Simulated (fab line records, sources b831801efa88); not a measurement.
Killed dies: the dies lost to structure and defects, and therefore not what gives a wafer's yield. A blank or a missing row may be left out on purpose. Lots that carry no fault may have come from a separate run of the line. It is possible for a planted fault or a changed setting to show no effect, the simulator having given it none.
Commonality check across tools || flow gf180mcu || 42 wafers sampled across 14 lots

## WHY IT WAS OPENED
GF_MVPSD_TW_MEAS_11, reading MVPSD_TW: flagged on 2 of 14 lots. Wafers without a fault read 555, standard deviation 3.8.
Rule: a lot is flagged when every wafer of it that has a number lies more than 4 standard deviations from that mean, or none has a number. The rest of the lots are taken to be sound.

{"lot": "L767", "measured": "day 4 23:56", "on": "film metro-04", "MVPSD_TW, wafer by wafer": "554 556 554", "flag": ""}
{"lot": "L768", "measured": "day 5 08:43", "on": "film metro-02", "MVPSD_TW, wafer by wafer": "559 557 555", "flag": ""}
{"lot": "L769", "measured": "day 5 13:13", "on": "film metro-04", "MVPSD_TW, wafer by wafer": "559 558 560", "flag": ""}
{"lot": "L770", "measured": "day 5 17:25", "on": "film metro-01", "MVPSD_TW, wafer by wafer": "548 546 545", "flag": ""}
{"lot": "L771", "measured": "day 6 00:53", "on": "film metro-04", "MVPSD_TW, wafer by wafer": "551 552 555", "flag": ""}
{"lot": "L776", "measured": "day 7 04:49", "on": "film metro-02", "MVPSD_TW, wafer by wafer": "559 560 562", "flag": ""}
{"lot": "L777", "measured": "day 7 14:29", "on": "film metro-02", "MVPSD_TW, wafer by wafer": "30 30 30", "flag": "FLAGGED"}
{"lot": "L778", "measured": "day 7 18:49", "on": "film metro-02", "MVPSD_TW, wafer by wafer": "30 31 30", "flag": "FLAGGED"}
{"lot": "L780", "measured": "day 8 05:55", "on": "film metro-02", "MVPSD_TW, wafer by wafer": "561 562 560", "flag": ""}
{"lot": "L781", "measured": "day 8 11:43", "on": "film metro-01", "MVPSD_TW, wafer by wafer": "553 551 550", "flag": ""}
{"lot": "L784", "measured": "day 9 05:57", "on": "film metro-02", "MVPSD_TW, wafer by wafer": "555 557 556", "flag": ""}
{"lot": "L785", "measured": "day 9 12:34", "on": "film metro-02", "MVPSD_TW, wafer by wafer": "553 556 558", "flag": ""}
{"lot": "L787", "measured": "day 9 22:58", "on": "film metro-04", "MVPSD_TW, wafer by wafer": "553 550 554", "flag": ""}
{"lot": "L788", "measured": "day 10 04:25", "on": "film metro-01", "MVPSD_TW, wafer by wafer": "554 552 551", "flag": ""}
Averaged over the flagged lots the numbers come to 30, -525 from the usual (-99 or more standard deviations).

## WHICH TOOL EACH LOT WENT THROUGH
The record keeps 1 process step preceding the reading, out of 602 steps on the route. In each cell: the tool, then ch and the chambers that the sampled wafers went through, then the start.
{"lot": "L767", "flag": "", "GF_MVPSD_DEVELOP_06": "litho track-03 ch 0, day 4 23:00"}
{"lot": "L768", "flag": "", "GF_MVPSD_DEVELOP_06": "litho track-03 ch 0, day 5 08:00"}
{"lot": "L769", "flag": "", "GF_MVPSD_DEVELOP_06": "litho track-03 ch 0, day 5 12:00"}
{"lot": "L770", "flag": "", "GF_MVPSD_DEVELOP_06": "litho track-01 ch 0, day 5 16:00"}
{"lot": "L771", "flag": "", "GF_MVPSD_DEVELOP_06": "litho track-03 ch 0, day 6 00:00"}
{"lot": "L776", "flag": "", "GF_MVPSD_DEVELOP_06": "litho track-01 ch 0, day 7 04:00"}
{"lot": "L777", "flag": "FLAGGED", "GF_MVPSD_DEVELOP_06": "litho track-04 ch 0, day 7 13:00"}
{"lot": "L778", "flag": "FLAGGED", "GF_MVPSD_DEVELOP_06": "litho track-04 ch 0, day 7 18:00"}
{"lot": "L780", "flag": "", "GF_MVPSD_DEVELOP_06": "litho track-01 ch 0, day 8 05:00"}
{"lot": "L781", "flag": "", "GF_MVPSD_DEVELOP_06": "litho track-03 ch 0, day 8 11:00"}
{"lot": "L784", "flag": "", "GF_MVPSD_DEVELOP_06": "litho track-03 ch 0, day 9 05:00"}
{"lot": "L785", "flag": "", "GF_MVPSD_DEVELOP_06": "litho track-03 ch 0, day 9 11:00"}
{"lot": "L787", "flag": "", "GF_MVPSD_DEVELOP_06": "litho track-01 ch 0, day 9 22:00"}
{"lot": "L788", "flag": "", "GF_MVPSD_DEVELOP_06": "litho track-01 ch 0, day 10 03:00"}
What the steps here do:
- GF_MVPSD_DEVELOP_06: develop time 60 s.
- GF_MVPSD_TW_MEAS_11

## FLAGGED OVER TOTAL, TOOL BY TOOL (the gauges that took the reading come last)
{"step": "GF_MVPSD_DEVELOP_06", "tool": "litho track-01", "lots run": 5, "flagged": 0, "share of the flagged lots": "none", "sound lots run after its first flagged lot": "-"}
{"step": "GF_MVPSD_DEVELOP_06", "tool": "litho track-03", "lots run": 7, "flagged": 0, "share of the flagged lots": "none", "sound lots run after its first flagged lot": "-"}
{"step": "GF_MVPSD_DEVELOP_06", "tool": "litho track-04", "lots run": 2, "flagged": 2, "share of the flagged lots": "all", "sound lots run after its first flagged lot": 0}
{"step": "GF_MVPSD_TW_MEAS_11", "tool": "film metro-01", "lots run": 3, "flagged": 0, "share of the flagged lots": "none", "sound lots run after its first flagged lot": "-"}
{"step": "GF_MVPSD_TW_MEAS_11", "tool": "film metro-02", "lots run": 7, "flagged": 2, "share of the flagged lots": "all", "sound lots run after its first flagged lot": "3 (L780,L784,L785)"}
{"step": "GF_MVPSD_TW_MEAS_11", "tool": "film metro-04", "lots run": 4, "flagged": 0, "share of the flagged lots": "none", "sound lots run after its first flagged lot": "-"}

## THE TABLE: WHAT IT ALLOWS
Rows of the table that ran all the flagged lots, 2 in number: litho track-04 at GF_MVPSD_DEVELOP_06; film metro-02 at GF_MVPSD_TW_MEAS_11.
- litho track-04 at GF_MVPSD_DEVELOP_06: 2 of its 2 lots flagged. No sound lot ran on it before its first flagged lot in this sample; the start therefore can't be narrowed down.
- film metro-02 at GF_MVPSD_TW_MEAS_11: 2 of its 7 lots flagged. After the first flagged lot (L780, L784, L785), sound lots still ran on it; a lasting fault on the whole tool would not permit that.
Left over: one tool, litho track-04 at GF_MVPSD_DEVELOP_06.

## WHAT HAD BEEN PUT IN BY THE SIMULATOR
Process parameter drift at GF_MVPSD_DEVELOP_06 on litho track-04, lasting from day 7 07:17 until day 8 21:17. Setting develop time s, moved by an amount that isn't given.
Struck lots among those shown: L777, L778. This agrees with what the rule above found.
